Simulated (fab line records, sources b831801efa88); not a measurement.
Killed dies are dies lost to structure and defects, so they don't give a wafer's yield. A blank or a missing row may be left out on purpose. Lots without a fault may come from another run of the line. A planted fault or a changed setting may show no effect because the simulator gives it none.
One fault seen from 2 desks | flow gf180mcu | each desk has only its own numbers; what lay behind them comes last

THE TOOL OWNER'S DESK: implanter-04
The tool's own readings at GF_LVPWELL_IMPLANT_09: means of the sampled wafers that have a number, for each lot that ran on this tool. A lot is out of limits, marked OUT, if its mean lies more than 4 standard deviations from the usual mean; the brackets give that distance.
Columns: A = beam_energy_keV at GF_LVPWELL_IMPLANT_09, usual 60.001
lot  | first seen here | A
L787 | day 3 20:20     | 59.981
L789 | day 4 08:37     | 59.986
L792 | day 5 01:26     | 55.024 (-99 or more) OUT
L794 | day 5 15:08     | 55.044 (-99 or more) OUT
L795 | day 5 17:31     | 55.041 (-99 or more) OUT
L805 | day 8 02:02     | 59.991
L807 | day 8 14:32     | 60.014
L809 | day 9 00:56     | 59.995
This desk's finding: out of limits on L792, L794, L795; first on L792, day 5 01:26 (beam_energy_keV at GF_LVPWELL_IMPLANT_09). In limits: L787, L789, L805, L807, L809.

THE METROLOGY DESK
What the gauges read, lot by lot, whatever tool the lot ran on: means of the sampled wafers that have a number. A lot is out of limits, marked OUT, if its mean lies more than 4 standard deviations from the usual mean; the brackets give that distance.
Columns: A = STI_CVD_03_THK at GF_STI_THK_MEAS_04, usual 206.8 nm
lot  | first seen here | A
L787 | day 1 13:44     | 203.9
L788 | day 1 18:34     | 208.9
L789 | day 2 00:09     | 206.8
L790 | day 2 04:34     | 207.7
L792 | day 2 15:35     | 205.0
L794 | day 3 01:03     | 207.1
L795 | day 3 05:34     | 202.9
L805 | day 5 08:09     | 207.7
L806 | day 5 13:33     | 209.1
L807 | day 5 17:34     | 209.7
L808 | day 5 23:34     | 208.2
L809 | day 6 03:43     | 207.7
L810 | day 6 10:05     | 208.5
This desk's finding: nothing out of limits on any of the 13 lots.

PUT TOGETHER
The tool owner's desk could have raised an alarm at day 5 01:26, on L792, L794, L795.
The metrology desk saw nothing out of limits.
The metrology desk has L792, L794, L795 on record, within its limits.
Of the lots named, all ran GF_LVPWELL_IMPLANT_09 on implanter-04.

WHAT THE SIMULATOR HAD PUT IN
Process parameter drift: implanter-04, from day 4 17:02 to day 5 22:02, at GF_LVPWELL_IMPLANT_09. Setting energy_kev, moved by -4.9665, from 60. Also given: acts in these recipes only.
Lots struck among those shown: L792, L794, L795.
Hours from the fault's start to each desk's first reading out of limits: the tool owner's desk, 8.
